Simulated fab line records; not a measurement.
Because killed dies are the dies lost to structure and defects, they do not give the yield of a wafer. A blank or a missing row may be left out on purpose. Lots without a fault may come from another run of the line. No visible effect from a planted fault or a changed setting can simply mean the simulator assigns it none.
fab line records | flow sky130
[record] lots = 5 | wafers = 15 | last-day = 50
route steps=708 shown METAL1@446 VIA1@458 PAD_OPEN@708
lots that met no fault: from a run of the same line without faults
start-h: hours from the record's first day to the start of the lot's first wafer shown | wait-h: how many hours have passed since the lot's step before this one | " as in the row above | L1.1+2: one row covering several wafers at once | - either no value or no given start | * or withheld: withheld | < > ~ a bound
route shown NAME@n: NAME is a module with steps in the file, n the number in the route of the first one | usual: average and standard deviation across the fault-free wafers | same: alike in all rows | chamber/n: place in a boat | sites: the reading at each site | _std_site: how widely they spread, as a standard deviation | _edge_site: the outer-site mean with the inner-site mean subtracted | radius-mm: how far each site lies from the wafer's centre | mask NAME#n: copy n | behind: the last tool/chamber to shape the wafer | hold: reason for holding the lot/hours on hold/outcome of the hold | device: transistor that didn't switch, given as n, p or np | end of line: tests of these same wafers at the route's end | for a step that has no rows: nothing shown but its recipe | killed: the dies lost at the first sort to structure and to defects; this is not the yield of the wafer | map: a wafer's dies, marking killed ones x, the rest . and places with no die _
set.NAME: the setting the step ran with; set.NAME@STEP: the setting that earlier step ran with | model.NAME: the simulator's own value behind a step, which no gauge read
lots seen at some steps along the route; tables by step, rows by wafer
services: when a tool's chamber went out of use (start-h, in hours from the record's first day, below 0 if earlier), for how many hours, and the reason
[[steps]]
[step SKY_METAL1_EXPOSE_12]
[recipe] mask-id = MM1 | na = 0.8 | source-shape = annular | sigma-inner = 0.55 | sigma-outer = 0.85 | target-cd-nm = 140 | dose-mj = 28
[step SKY_METAL1_PEB_13]
[recipe] peb-temp-c = withheld | peb-time-s = withheld | resist = KrF-thick
[step SKY_METAL1_DEVELOP_14]
[recipe] develop-time-s = 60 | resist = KrF-thick | dev-temp-c = 21
[step SKY_METAL1_CD_MEAS_15]
[recipe] target-cd-nm = 140
[usual] cd-nm = 140.0/1.4
lot.wafer | tool      | chamber | start-h | wait-h | cd-nm
L829.2    | cd-sem-01 | -       | 805.28  | -      | 140.6
L829.3    | "         | -       | "       | "      | 139.9
L829.5    | "         | -       | "       | "      | 141.9
L836.1    | cd-sem-02 | -       | 850.27  | -      | 140.6
L836.3    | "         | -       | "       | "      | 139.2
L836.6    | "         | -       | "       | "      | 139.2
L840.1    | cd-sem-02 | -       | 876.21  | -      | 139.6
L840.2    | "         | -       | "       | "      | 141.9
L840.3    | "         | -       | "       | "      | 141.1
L847.3    | cd-sem-02 | -       | 913.20  | -      | 140.8
L847.4    | "         | -       | "       | "      | 143.3
L847.6    | "         | -       | "       | "      | 141.7
L850.1    | cd-sem-01 | -       | 928.67  | -      | 139.4
L850.4    | "         | -       | "       | "      | 140.9
L850.5    | "         | -       | "       | "      | 141.7
[step SKY_METAL1_OVL_MEAS_16]
[usual] METAL1_OVL = -2/5.8
lot.wafer | tool       | chamber | start-h | wait-h | METAL1_OVL[nm]
L829.2    | overlay-02 | -       | 805.41  | 0.1    | -11
L829.3    | "          | -       | "       | "      | 0
L829.5    | "          | -       | "       | "      | -15
L836.1    | overlay-01 | -       | 850.39  | 0.1    | 0
L836.3    | "          | -       | "       | "      | 2
L836.6    | "          | -       | "       | "      | -10
L840.1    | overlay-02 | -       | 876.33  | 0.1    | 2
L840.2    | "          | -       | "       | "      | -8
L840.3    | "          | -       | "       | "      | 3
L847.3    | overlay-01 | -       | 913.29  | 0.1    | -8
L847.4    | "          | -       | "       | "      | -12
L847.6    | "          | -       | "       | "      | -3
L850.1    | overlay-01 | -       | 928.79  | 0.1    | 2
L850.4    | "          | -       | "       | "      | -7
L850.5    | "          | -       | "       | "      | -5
[step SKY_METAL1_DESCUM_17]
[recipe] chemistry = O2 | source-power-w = 150 | bias-power-w = 0 | pressure-mtorr = 10 | temp-c = 40 | time-s = 8
[usual] drypump-motor-current-A = 5.8/0.55 | oes-product-au = 0.994/0.007
lot.wafer | tool         | chamber | start-h | wait-h | drypump-motor-current-A | oes-product-au | rf-hours-counter-h
L829.2    | rie-metal-02 | 1       | 805.44  | 0.0    | 6.0                     | 0.995          | 3
L829.3    | "            | 0       | "       | "      | 5.1                     | 0.993          | -
L829.5    | "            | 1       | "       | "      | 6.0                     | 1.004          | -
L836.1    | rie-metal-03 | 0       | 850.42  | 0.0    | 6.4                     | 0.994          | 5
L836.3    | "            | 0       | "       | "      | 6.5                     | 0.992          | -
L836.6    | "            | 1       | "       | "      | 5.1                     | 0.989          | -
L840.1    | rie-metal-02 | 1       | 876.37  | 0.0    | 6.0                     | 0.988          | 6
L840.2    | "            | 0       | "       | "      | 5.1                     | 1.001          | 0
L840.3    | "            | 1       | "       | "      | 6.0                     | 0.994          | -
L847.3    | rie-metal-04 | 0       | 913.32  | 0.0    | 6.5                     | 0.989          | -
L847.4    | "            | 1       | "       | "      | 5.4                     | 1.000          | -
L847.6    | "            | 0       | "       | "      | 6.6                     | 0.993          | -
L850.1    | rie-metal-04 | 0       | 928.83  | 0.0    | 6.6                     | 0.981          | 13
L850.4    | "            | 1       | "       | "      | 5.4                     | 0.996          | -
L850.5    | "            | 0       | "       | "      | 6.6                     | 0.984          | -
[step SKY_METAL1_ETCH_18]
[recipe] chemistry = N2/H2 | target = BARC | ion-energy-ev = 200 | bias-w = 100 | pressure-mtorr = 30 | n2-flow-sccm = 100 | h2-flow-sccm = 200 | icp-w = 500 | stop-on = SiO2 | time-s = 45.9 | target-depth-a = 600
[usual] drypump-motor-current-A = 5.8/0.55 | n2-flow-sccm = 99.9/0.31 | oes-product-au = 0.855/0.0047 | throttle-valve-pct = 13.225/0.0096
lot.wafer | tool         | chamber | start-h | wait-h | drypump-motor-current-A | n2-flow-sccm | oes-product-au | rf-hours-counter-h | throttle-valve-pct
L829.2    | rie-metal-02 | 1       | 805.47  | 0.0    | 6.0                     | 100.5        | 0.852          | 3                  | 13.227
L829.3    | "            | 0       | "       | "      | 5.1                     | 100.0        | 0.849          | -                  | 13.212
L829.5    | "            | 1       | "       | "      | 6.0                     | 100.6        | 0.863          | -                  | 13.213
L836.1    | rie-metal-03 | 0       | 850.46  | 0.0    | 6.4                     | 100.5        | 0.850          | 5                  | 13.244
L836.3    | "            | 0       | "       | "      | 6.4                     | 99.8         | 0.857          | -                  | 13.217
L836.6    | "            | 1       | "       | "      | 5.1                     | 99.6         | 0.855          | -                  | 13.214
L840.1    | rie-metal-02 | 1       | 876.40  | 0.0    | 6.0                     | 100.1        | 0.859          | 6                  | 13.220
L840.2    | "            | 0       | "       | "      | 5.1                     | 99.6         | 0.855          | 0                  | 13.231
L840.3    | "            | 1       | "       | "      | 6.0                     | 100.0        | 0.859          | -                  | 13.209
L847.3    | rie-metal-04 | 0       | 913.37  | 0.0    | 6.6                     | 99.6         | 0.858          | -                  | 13.225
L847.4    | "            | 1       | "       | "      | 5.5                     | 99.9         | 0.858          | -                  | 13.216
L847.6    | "            | 0       | "       | "      | 6.6                     | 100.0        | 0.850          | -                  | 13.223
L850.1    | rie-metal-04 | 0       | 928.86  | 0.0    | 6.6                     | 99.7         | 0.852          | 13                 | 13.222
L850.4    | "            | 1       | "       | "      | 5.4                     | 99.9         | 0.860          | -                  | 13.230
L850.5    | "            | 0       | "       | "      | 6.6                     | 100.2        | 0.859          | -                  | 13.231
[step SKY_METAL1_METAL_ETCH_19]
[recipe] target-depth-a = 3600 | stop-on = SiO2 | over-etch-frac = 0.3 | time-s = 78 | chemistry = Cl2/BCl3 | resist-sidewall-deg = 88 | pressure-mtorr = 10 | icp-w = 900 | bias-w = 48.5 | Cl2_flow_sccm = 60 | bcl3-flow-sccm = 30
[usual] bcl3-flow-sccm = 30.01/0.077 | drypump-motor-current-A = 5.8/0.54 | oes-product-au = 0.856/0.0059 | throttle-valve-pct = 22.265/0.009
lot.wafer | tool         | chamber | start-h | wait-h | bcl3-flow-sccm | drypump-motor-current-A | oes-product-au | rf-hours-counter-h | throttle-valve-pct
L829.2    | rie-metal-02 | 1       | 805.54  | 0.0    | 29.98          | 6.0                     | 0.848          | 3                  | 22.265
L829.3    | "            | 0       | "       | "      | 29.97          | 5.1                     | 0.846          | -                  | 22.254
L829.5    | "            | 1       | "       | "      | 29.97          | 6.0                     | 0.848          | -                  | 22.265
L836.1    | rie-metal-03 | 0       | 850.52  | 0.0    | 30.20          | 6.4                     | 0.851          | 5                  | 22.273
L836.3    | "            | 0       | "       | "      | 29.96          | 6.4                     | 0.860          | -                  | 22.263
L836.6    | "            | 1       | "       | "      | 30.24          | 5.1                     | 0.852          | -                  | 22.269
L840.1    | rie-metal-02 | 1       | 876.46  | 0.0    | 30.07          | 6.0                     | 0.865          | 6                  | 22.267
L840.2    | "            | 0       | "       | "      | 29.92          | 5.1                     | 0.861          | 0                  | 22.273
L840.3    | "            | 1       | "       | "      | 30.13          | 6.0                     | 0.856          | -                  | 22.273
L847.3    | rie-metal-04 | 0       | 913.44  | 0.1    | 29.93          | 6.6                     | 0.849          | -                  | 22.249
L847.4    | "            | 1       | "       | "      | 30.01          | 5.4                     | 0.851          | -                  | 22.279
L847.6    | "            | 0       | "       | "      | 29.87          | 6.5                     | 0.845          | -                  | 22.276
L850.1    | rie-metal-04 | 0       | 928.92  | 0.0    | 30.05          | 6.5                     | 0.854          | 13                 | 22.268
L850.4    | "            | 1       | "       | "      | 29.89          | 5.4                     | 0.854          | -                  | 22.260
L850.5    | "            | 0       | "       | "      | 30.03          | 6.6                     | 0.853          | -                  | 22.263
[step SKY_METAL1_STRIP_20]
[recipe] chemistry = O2/N2 | power-w = 1400 | pressure-mtorr = 1500 | platen-temp-c = withheld | o2-flow-sccm = 3000 | n2-flow-sccm = 300 | overash-fraction = 0.5
[usual] drypump-motor-current-A = 5.8/0.55 | n2-flow-sccm = 300.0/0.92 | oes-product-au = 0.344/0.0047 | strip-time-to-endpoint-s = 2.720/0.027
lot.wafer | tool            | chamber | start-h | wait-h | drypump-motor-current-A | n2-flow-sccm | oes-product-au | rf-hours-counter-h | strip-time-to-endpoint-s
L829.2    | plasma-asher-01 | 1       | 805.63  | 0.1    | 4.9                     | 300.3        | 0.339          | 40                 | 2.722
L829.3    | "               | 0       | "       | "      | 5.8                     | 299.3        | 0.334          | -                  | 2.708
L829.5    | "               | 0       | "       | "      | 5.8                     | 299.1        | 0.343          | -                  | 2.719
L836.1    | plasma-asher-03 | 1       | 850.61  | 0.1    | 5.6                     | 300.4        | 0.341          | 11                 | 2.742
L836.3    | "               | 0       | "       | "      | 6.2                     | 299.5        | 0.346          | -                  | 2.741
L836.6    | "               | 0       | "       | "      | 6.2                     | 300.1        | 0.342          | -                  | 2.729
L840.1    | plasma-asher-01 | 1       | 876.55  | 0.1    | 4.9                     | 297.7        | 0.344          | 48                 | 2.743
L840.2    | "               | 0       | "       | "      | 5.8                     | 300.0        | 0.347          | 48                 | 2.696
L840.3    | "               | 0       | "       | "      | 5.8                     | 301.0        | 0.347          | -                  | 2.760
L847.3    | plasma-asher-02 | 0       | 913.53  | 0.1    | 6.7                     | 298.9        | 0.347          | -                  | 2.726
L847.4    | "               | 1       | "       | "      | 5.7                     | 298.1        | 0.346          | -                  | 2.687
L847.6    | "               | 0       | "       | "      | 6.7                     | 299.3        | 0.347          | -                  | 2.766
L850.1    | plasma-asher-01 | 0       | 929.01  | 0.1    | 5.8                     | 301.9        | 0.345          | 53                 | 2.730
L850.4    | "               | 1       | "       | "      | 4.9                     | 300.6        | 0.350          | -                  | 2.689
L850.5    | "               | 0       | "       | "      | 5.8                     | 299.9        | 0.343          | -                  | 2.709
[step SKY_METAL1_STRIP_21]
[recipe] chemistry = post-etch-residue-remover | time-s = 1200 | temp-c = 72.5
[step SKY_METAL1_CLEAN_22]
[recipe] chemistry = IPA | time-s = 180 | temp-c = 25
[step SKY_METAL1_CLEAN_23]
[recipe] chemistry = O3/DIW | dry = n2-spin
[step SKY_VIA1_HDPCVD_00]
[recipe] material = SiO2 | target-thk-nm = 1030 | sigma-open-frac = 0.3 | time-s = 171.7 | temp-c = 400 | sih4-flow-sccm = 60 | pressure-mtorr = 6
[usual] run-length-s = 199.6/0.62
lot.wafer | tool      | chamber | start-h | wait-h | run-length-s | model.SiO2_of_VIA1_HDPCVD_00.thk-nm
L829.2    | hdpcvd-02 | 1       | 806.22  | 0.0    | 199.8        | 1041
L829.3    | "         | 2       | "       | "      | 198.6        | 1043
L829.5    | "         | 2       | "       | "      | 198.5        | 1045
L836.1    | hdpcvd-01 | 1       | 851.25  | 0.0    | 199.8        | 1018
L836.3    | "         | 0       | "       | "      | 199.2        | 1015
L836.6    | "         | 0       | "       | "      | 199.0        | 1020
L840.1    | hdpcvd-01 | 0       | 877.18  | 0.0    | 199.5        | 1025
L840.2    | "         | 2       | "       | "      | 199.7        | 1045
L840.3    | "         | 1       | "       | "      | 174.7        | 875.8
L847.3    | hdpcvd-02 | 1       | 914.09  | 0.0    | 199.8        | 1038
L847.4    | "         | 1       | "       | "      | 199.4        | 1027
L847.6    | "         | 2       | "       | "      | 199.4        | 1023
L850.1    | hdpcvd-02 | 1       | 929.65  | 0.0    | 199.1        | 1024
L850.4    | "         | 2       | "       | "      | 198.6        | 1010
L850.5    | "         | 1       | "       | "      | 199.2        | 1025
[step SKY_VIA1_THK_MEAS_01]
[recipe] reads = SiO2_of_VIA1_HDPCVD_00
[usual] VIA1_HDPCVD_THK = 1031/11
lot.wafer | tool          | chamber | start-h | wait-h | VIA1_HDPCVD_THK[nm]
L829.2    | film-metro-01 | -       | 806.34  | 0.1    | 1041
L829.3    | "             | -       | "       | "      | 1043
L829.5    | "             | -       | "       | "      | 1045
L836.1    | film-metro-01 | -       | 851.36  | 0.1    | 1017
L836.3    | "             | -       | "       | "      | 1017
L836.6    | "             | -       | "       | "      | 1021
L840.1    | film-metro-02 | -       | 877.29  | 0.1    | 1026
L840.2    | "             | -       | "       | "      | 1044
L840.3    | "             | -       | "       | "      | 876
L847.3    | film-metro-02 | -       | 914.22  | 0.1    | 1038
L847.4    | "             | -       | "       | "      | 1027
L847.6    | "             | -       | "       | "      | 1023
L850.1    | film-metro-02 | -       | 929.76  | 0.1    | 1024
L850.4    | "             | -       | "       | "      | 1010
L850.5    | "             | -       | "       | "      | 1025
[step SKY_VIA1_CMP_02]
[recipe] material = SiO2 | down-force-psi = 4 | platen-rpm = 60 | pad-velocity-m-s = 0.94248
[usual] motor-current-A = 12.0/1.5 | retaining-ring-pressure-frac = 1.000/0.005
lot.wafer | tool   | chamber | start-h | wait-h | motor-current-A | retaining-ring-pressure-frac
L829.2    | cmp-01 | 0       | 806.39  | 0.0    | 10.3            | 1.003
L829.3    | "      | 1       | "       | "      | 13.7            | 0.993
L829.5    | "      | 1       | "       | "      | 13.4            | 0.991
L836.1    | cmp-01 | 2       | 851.42  | 0.1    | 12.9            | 1.003
L836.3    | "      | 0       | "       | "      | 9.7             | 0.991
L836.6    | "      | 2       | "       | "      | 13.3            | 1.016
L840.2    | cmp-02 | 3       | 877.35  | 0.0    | 12.4            | 0.999
L840.1    | "      | 0       | "       | "      | 10.8            | 1.004
L840.3    | "      | 2       | "       | "      | 10.2            | 1.003
L847.3    | cmp-01 | 1       | 914.26  | 0.0    | 13.6            | 0.994
L847.4    | "      | 3       | "       | "      | 14.3            | 0.999
L847.6    | "      | 1       | "       | "      | 13.9            | 0.995
L850.1    | cmp-01 | 0       | 929.82  | 0.1    | 9.7             | 1.003
L850.4    | "      | 1       | "       | "      | 13.0            | 0.995
L850.5    | "      | 0       | "       | "      | 9.7             | 0.998
[step SKY_PAD_OPEN_PROBE_99]
[usual] defect-limited-yield = 82.3/1.9 | killed_at_M0_to_M3 = 44/6.5 | killed_at_M4_up = 3.3/1.9 | killed-at-contacts = 24/5.3 | killed-at-front-end = 15/4.5 | killed-at-other = 0.3/0.58 | killed-dies = 87/9.3 | killed-open = 48/6.6 | killed-short = 39/6.1 | sort_bin_3_pad_short = 0.9/0.46 | sort_bin_5_function = 10.5/1.6 | sort_bin_6_memory = 6.3/1.1 | sort-n-pass = 405/9.3 | sort-yield-pct = 82.3/1.9
[same] gross-dies = 492 | killed-at-back-side = 0 | sort_bin_4_leakage[%] = 0 | sort_bin_8_speed[%] = 0
lot.wafer | tool      | chamber | start-h | wait-h | defect-limited-yield[%] | killed_at_M0_to_M3 | killed_at_M4_up | killed-at-contacts | killed-at-front-end | killed-at-other | killed-dies | killed-open | killed-short | sort_bin_3_pad_short[%] | sort_bin_5_function[%] | sort_bin_6_memory[%] | sort-n-pass | sort-yield-pct[%]
L829.2    | prober-01 | -       | 1106.78 | 0.1    | 84.8                    | 37                 | 6               | 18                 | 14                  | 0               | 75          | 39          | 36           | 0.2                     | 10.0                   | 5.1                  | 417         | 84.8
L829.3    | prober-01 | -       | 1106.83 | 0.2    | 82.5                    | 44                 | 6               | 19                 | 17                  | 0               | 86          | 50          | 36           | 1.4                     | 10.6                   | 5.5                  | 406         | 82.5
L829.5    | prober-01 | -       | 1106.93 | 0.2    | 86.2                    | 35                 | 1               | 16                 | 16                  | 0               | 68          | 44          | 24           | 0.8                     | 8.3                    | 4.7                  | 424         | 86.2
L836.1    | prober-01 | -       | 1140.68 | 0.1    | 81.1                    | 49                 | 4               | 26                 | 14                  | 0               | 93          | 47          | 46           | 0.6                     | 10.6                   | 7.7                  | 399         | 81.1
L836.3    | prober-01 | -       | 1140.78 | 0.2    | 83.5                    | 42                 | 3               | 25                 | 11                  | 0               | 81          | 39          | 42           | 2.0                     | 10.2                   | 4.3                  | 411         | 83.5
L836.6    | prober-01 | -       | 1140.93 | 0.2    | 81.7                    | 46                 | 2               | 30                 | 12                  | 0               | 90          | 56          | 34           | 0.4                     | 11.8                   | 6.1                  | 402         | 81.7
L840.1    | prober-01 | -       | 1159.61 | 0.1    | 82.7                    | 47                 | 4               | 16                 | 18                  | 0               | 85          | 53          | 32           | 0.6                     | 10.0                   | 6.7                  | 407         | 82.7
L840.2    | prober-01 | -       | 1159.66 | 0.1    | 81.7                    | 58                 | 1               | 21                 | 10                  | 0               | 90          | 51          | 39           | 0.8                     | 11.8                   | 5.7                  | 402         | 81.7
L840.3    | prober-01 | -       | 1159.71 | 0.2    | 81.3                    | 45                 | 5               | 23                 | 19                  | 0               | 92          | 55          | 37           | 0.6                     | 11.2                   | 6.9                  | 400         | 81.3
L847.3    | prober-01 | -       | 1187.40 | 0.2    | 78.9                    | 51                 | 2               | 38                 | 12                  | 1               | 104         | 61          | 43           | 1.0                     | 11.6                   | 8.5                  | 388         | 78.9
L847.4    | prober-01 | -       | 1187.45 | 0.2    | 83.7                    | 35                 | 4               | 27                 | 13                  | 1               | 80          | 40          | 40           | 1.0                     | 8.3                    | 6.9                  | 412         | 83.7
L847.6    | prober-01 | -       | 1187.55 | 0.2    | 85.4                    | 30                 | 4               | 26                 | 12                  | 0               | 72          | 34          | 38           | 1.0                     | 7.9                    | 5.7                  | 420         | 85.4
L850.1    | prober-02 | -       | 1193.90 | 0.1    | 81.1                    | 50                 | 7               | 24                 | 11                  | 1               | 93          | 54          | 39           | 0.2                     | 11.4                   | 7.3                  | 399         | 81.1
L850.4    | prober-02 | -       | 1194.05 | 0.2    | 80.3                    | 44                 | 6               | 33                 | 14                  | 0               | 97          | 52          | 45           | 0.8                     | 12.2                   | 6.7                  | 395         | 80.3
L850.5    | prober-02 | -       | 1194.10 | 0.2    | 81.3                    | 48                 | 2               | 29                 | 11                  | 2               | 92          | 52          | 40           | 0.8                     | 12.4                   | 5.5                  | 400         | 81.3
// killed by level:class
L829.2 VIA3:geometric-particle:open=7 LI_CONTACT:geometric-particle:open=6 CONTACT:geometric-particle:open=6 METAL2:geometric-particle:short=6 POLY_GATE:geometric-particle:open=4 LOCAL_INTERCONNECT:geometric-particle:short=4 VIA1:geometric-particle:open=4 VIA1:geometric-particle:short=4
L829.3 VIA1:geometric-particle:open=12 CONTACT:geometric-particle:open=11 POLY_GATE:geometric-particle:short=7 VIA2:geometric-particle:open=6 POLY_GATE:geometric-particle:open=5 METAL2:geometric-particle:short=5 METAL1:geometric-particle:short=5 VIA3:geometric-particle:open=5
L829.5 VIA1:geometric-particle:open=14 CONTACT:geometric-particle:open=8 FIELD_ISO:geometric-particle:short=7 FIELD_ISO:geometric-particle:open=4 LI_CONTACT:geometric-particle:open=4 VIA3:geometric-particle:open=4 VIA1:geometric-particle:short=3 METAL2:geometric-particle:short=3
L836.1 LI_CONTACT:geometric-particle:open=10 FIELD_ISO:geometric-particle:open=9 VIA1:geometric-particle:open=9 METAL1:geometric-particle:short=6 VIA2:geometric-particle:short=6 CONTACT:geometric-particle:short=5 VIA1:geometric-particle:short=5 METAL2:geometric-particle:short=5
L836.3 VIA1:geometric-particle:short=9 VIA1:geometric-particle:open=7 VIA2:geometric-particle:open=7 CONTACT:geometric-particle:open=6 LI_CONTACT:geometric-particle:open=5 LI_CONTACT:geometric-particle:short=5 CONTACT:geometric-particle:short=5 FIELD_ISO:geometric-particle:short=3
L836.6 CONTACT:geometric-particle:open=13 VIA1:geometric-particle:open=11 LI_CONTACT:geometric-particle:open=9 VIA1:geometric-particle:short=7 METAL1:geometric-particle:short=6 VIA2:geometric-particle:open=5 METAL2:geometric-particle:short=4 METAL1:geometric-particle:open=4
L840.1 VIA1:geometric-particle:open=13 POLY_GATE:geometric-particle:open=7 LI_CONTACT:geometric-particle:open=7 METAL2:geometric-particle:short=7 CONTACT:geometric-particle:open=6 VIA3:geometric-particle:open=6 VIA1:geometric-particle:short=5 METAL1:geometric-particle:short=5
L840.2 VIA1:geometric-particle:open=14 CONTACT:geometric-particle:open=11 VIA2:geometric-particle:open=10 VIA3:geometric-particle:open=9 METAL2:geometric-particle:short=7 METAL1:geometric-particle:short=6 VIA2:geometric-particle:short=5 VIA3:geometric-particle:short=4
L840.3 CONTACT:geometric-particle:open=12 VIA1:geometric-particle:open=9 VIA2:geometric-particle:open=9 POLY_GATE:geometric-particle:open=7 VIA2:geometric-particle:short=7 LI_CONTACT:geometric-particle:open=6 FIELD_ISO:geometric-particle:open=5 VIA3:geometric-particle:open=5
L847.3 LI_CONTACT:geometric-particle:open=9 CONTACT:geometric-particle:open=9 VIA1:geometric-particle:open=9 CONTACT:geometric-particle:short=8 VIA3:geometric-particle:open=8 VIA2:geometric-particle:open=7 METAL1:geometric-particle:short=7 METAL2:geometric-particle:short=7
L847.4 VIA1:geometric-particle:open=11 LOCAL_INTERCONNECT:geometric-particle:short=9 METAL2:geometric-particle:short=6 LI_CONTACT:geometric-particle:open=6 CONTACT:geometric-particle:open=6 CONTACT:geometric-particle:short=5 FIELD_ISO:geometric-particle:short=4 METAL1:geometric-particle:short=3
L847.6 LI_CONTACT:geometric-particle:open=9 VIA3:geometric-particle:open=7 CONTACT:geometric-particle:open=7 LOCAL_INTERCONNECT:geometric-particle:short=6 METAL1:geometric-particle:short=6 METAL4:geometric-particle:short=4 VIA1:geometric-particle:open=4 METAL2:geometric-particle:short=4
L850.1 VIA1:geometric-particle:open=10 METAL1:geometric-particle:short=8 LI_CONTACT:geometric-particle:open=8 VIA2:geometric-particle:open=8 CONTACT:geometric-particle:open=7 VIA1:geometric-particle:short=7 CONTACT:geometric-particle:short=7 VIA3:geometric-particle:open=6
L850.4 CONTACT:geometric-particle:open=14 VIA1:geometric-particle:open=12 METAL2:geometric-particle:short=8 POLY_GATE:geometric-particle:short=6 LOCAL_INTERCONNECT:geometric-particle:short=6 VIA2:geometric-particle:open=6 METAL3:geometric-particle:short=5 LI_CONTACT:geometric-particle:short=5
L850.5 VIA1:geometric-particle:open=17 CONTACT:geometric-particle:open=16 CONTACT:geometric-particle:short=6 VIA2:geometric-particle:open=6 METAL1:geometric-particle:short=5 VIA1:geometric-particle:short=5 METAL3:geometric-particle:short=5 FIELD_ISO:geometric-particle:short=4
[[services]]
tool            | chamber | start-h | hours | kind
cmp-01          | -       | 785.61  | 3.7   | pm
plasma-asher-01 | -       | 787.57  | 2.8   | pm
plasma-asher-03 | -       | 808.35  | 2.8   | pm
hdpcvd-01       | 0       | 811.99  | 4.4   | repair
rie-metal-02    | 1       | 815.48  | 4.7   | repair
rie-metal-03    | 1       | 825.46  | 7.6   | repair
plasma-asher-02 | -       | 826.96  | 14.6  | pm
hdpcvd-02       | 1       | 835.63  | 21.9  | repair
rie-metal-04    | -       | 843.76  | 1.0   | repair
rie-metal-02    | 0       | 848.34  | -     | clean
rie-metal-02    | 0       | 848.34  | 26.3  | scheduled-down
rie-metal-02    | 0       | 848.34  | 26.3  | vent-cycle
cmp-01          | -       | 852.76  | 5.4   | repair
plasma-asher-03 | -       | 860.22  | 2.6   | repair
hdpcvd-02       | -       | 866.34  | 0.6   | repair
rie-metal-03    | -       | 891.95  | 1.4   | pm
cmp-01          | -       | 901.82  | 6.2   | repair
cmp-02          | -       | 909.82  | 2.7   | repair
cmp-02          | -       | 911.93  | 0.3   | repair
cmp-02          | -       | 912.56  | 4.0   | pm
cmp-02          | -       | 916.56  | -     | consumable-replace:conditioner
cmp-02          | -       | 916.56  | -     | consumable-replace:pad
[[key]]
[first-sign] step = SKY_VIA1_HDPCVD_00 | reading = run-length-s | direction = down | sigmas = 40 | usual = * | struck = *
[effect] step = SKY_VIA1_THK_MEAS_01 | reading = VIA1_HDPCVD_THK | direction = down | sigmas = 15 | usual = 1031 | struck = 876
[model-effect] step = SKY_VIA1_HDPCVD_00 | value = SiO2_of_VIA1_HDPCVD_00.thk-nm | without = 1026 | struck = 875.8
met-at SKY_VIA1_HDPCVD_00
struck-wafers L840.3
onset-between 851.25 877.18
[fault] kind = process-parameter-drift | tool = hdpcvd-01 | chamber = - | onset-h = 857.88 | steps = SKY_VIA1_HDPCVD_00 | channel = time-s | offset = * | shape = step | end-h = 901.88 | scope = struck-wafers-only | acts-in = * | stated = *
